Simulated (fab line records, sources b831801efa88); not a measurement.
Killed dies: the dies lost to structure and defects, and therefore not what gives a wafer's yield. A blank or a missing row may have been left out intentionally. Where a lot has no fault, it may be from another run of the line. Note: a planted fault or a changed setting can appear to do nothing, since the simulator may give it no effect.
8D (eight disciplines) problem report, filled in by code + flow sky130 + the parts of the form that need people (team, actions taken, sign-off) are left out

== 1. PROBLEM STATEMENT ==
POLY_GATE_OXIDATION_THK at SKY_POLY_GATE_THK_MEAS_21 reads a mean of 4.68 nm on 6 wafers of 2 lots; wafers without a fault read 4.02 nm with a standard deviation of 0.074. That is +9.0 standard deviations from the usual mean.
Earliest sighting: wafer L213.1 on filmMetro-01 at day 18 14:14. Wafers with a number at this step in the record: 30, from 10 lots. The rule behind "out" and "out of limits": a value lying over 4 standard deviations away from the usual mean. The other wafers with a number count as sound.

== 2. WHAT IT IS; WHAT IT IS NOT ==
| question                    | is                         | is not                                                                                      |
|-----------------------------|----------------------------|---------------------------------------------------------------------------------------------|
| which readings at this step | POLY_GATE_OXIDATION_THK    | -                                                                                           |
| which lots                  | L213, L214                 | L209, L211, L212, L223, L226, L228, L230, L231                                              |
| which wafers of those lots  | all that have a number     | -                                                                                           |
| read on which gauges        | filmMetro-01, filmMetro-03 | filmMetro-04                                                                                |
| when                        | from day 18 14:14          | up to then (9 sound wafers); but 15 sound wafers of L223, L226, L228, L230, L231 came after |

== 3. SUSPECTS, AND WHAT RULES EACH OUT ==
Counting: a tool at a process step up to the reading stays a suspect if it ran every lot that is out and no sound lot after the first of them.
- the gauge at SKY_POLY_GATE_THK_MEAS_21: ruled out. 2 gauges (filmMetro-01, filmMetro-03) read the wafers that are out.
- rieDiel-02 at SKY_POLY_GATE_ETCH_15 (etches BARC in N2/H2, stops on SiO2, time 118.5 s, target depth 110 nm): ruled out as a lasting fault. Following L213 (day 18 09:59), the first lot on it that is out, the sound lots L230 were run on it.
- furnace-01 at SKY_POLY_GATE_OXIDATION_20 (stabilise 600 s, purge 300 s, target thk 4 nm): ruled out as a lasting fault. Following L213 (day 18 12:59), the first lot on it that is out, the sound lots L223, L226, L230, L231 were run on it.
Left after counting: nothing in the record.

== 4. THE CAUSE (what the simulator had put in) ==
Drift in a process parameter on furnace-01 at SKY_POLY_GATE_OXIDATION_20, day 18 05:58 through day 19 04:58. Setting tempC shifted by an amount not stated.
Counting ruled it out, wrongly: the rule takes a fault to strike every lot that its tool runs from its start on, and this one did not.

== 5. THE EFFECT CHAIN, in route order ==
Each row: a reading whose mean over the struck wafers that have a number lies more than 3 standard deviations from the usual. Scope: only readings with a usual standard deviation given in the record; hours: median across lots of the time from each lot's start at the first step in this table that gives one to its start at this step; sigmas: change in usual standard deviations.
| hours | step                       | reading                 | usual    | on struck wafers | change | sigmas      |
|-------|----------------------------|-------------------------|----------|------------------|--------|-------------|
| 0     | SKY_POLY_GATE_OXIDATION_20 | spikeTcBottomC          | 866.1 C  | 878.1            | +12.0  | +6.0        |
| 0     | SKY_POLY_GATE_OXIDATION_20 | spikeTcCentreC          | 849.8 C  | 860.0            | +10.2  | +10         |
| 0     | SKY_POLY_GATE_OXIDATION_20 | spikeTcLowerC           | 850.8 C  | 861.5            | +10.7  | +9.7        |
| 0     | SKY_POLY_GATE_OXIDATION_20 | spikeTcTopC             | 861.5 C  | 870.7            | +9.2   | +7.1        |
| 0     | SKY_POLY_GATE_OXIDATION_20 | spikeTcUpperC           | 848.6 C  | 859.5            | +10.9  | +9.9        |
| 0     | SKY_POLY_GATE_OXIDATION_20 | tubeCenterTempC         | 850.01 C | 860.61           | +10.60 | +99 or more |
| 0     | SKY_POLY_GATE_OXIDATION_20 | tube_center_temp_C_max  | 852.2    | 862.8            | +10.6  | +28         |
| 1     | SKY_POLY_GATE_THK_MEAS_21  | POLY_GATE_OXIDATION_THK | 4.02 nm  | 4.68             | +0.67  | +9.0        |
Here are the process steps it includes:
- SKY_POLY_GATE_OXIDATION_20: stabilise 600 s, purge 300 s, target thk 4 nm.

== 6. HOW IT WOULD HAVE BEEN CAUGHT EARLIER ==
Counted from the fault's start at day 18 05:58, it took 8 hours until the first out-of-limits reading at a measuring or inspecting step in this record, taken at day 18 14:14.
At SKY_POLY_GATE_OXIDATION_20, the tool's own readings (spikeTcBottomC, spikeTcCentreC, spikeTcLowerC, spikeTcTopC, spikeTcUpperC, tubeCenterTempC, tube_center_temp_C_max) were out on each struck wafer the step has a row for, so an alarm limit on them would have fired on the first such wafer.
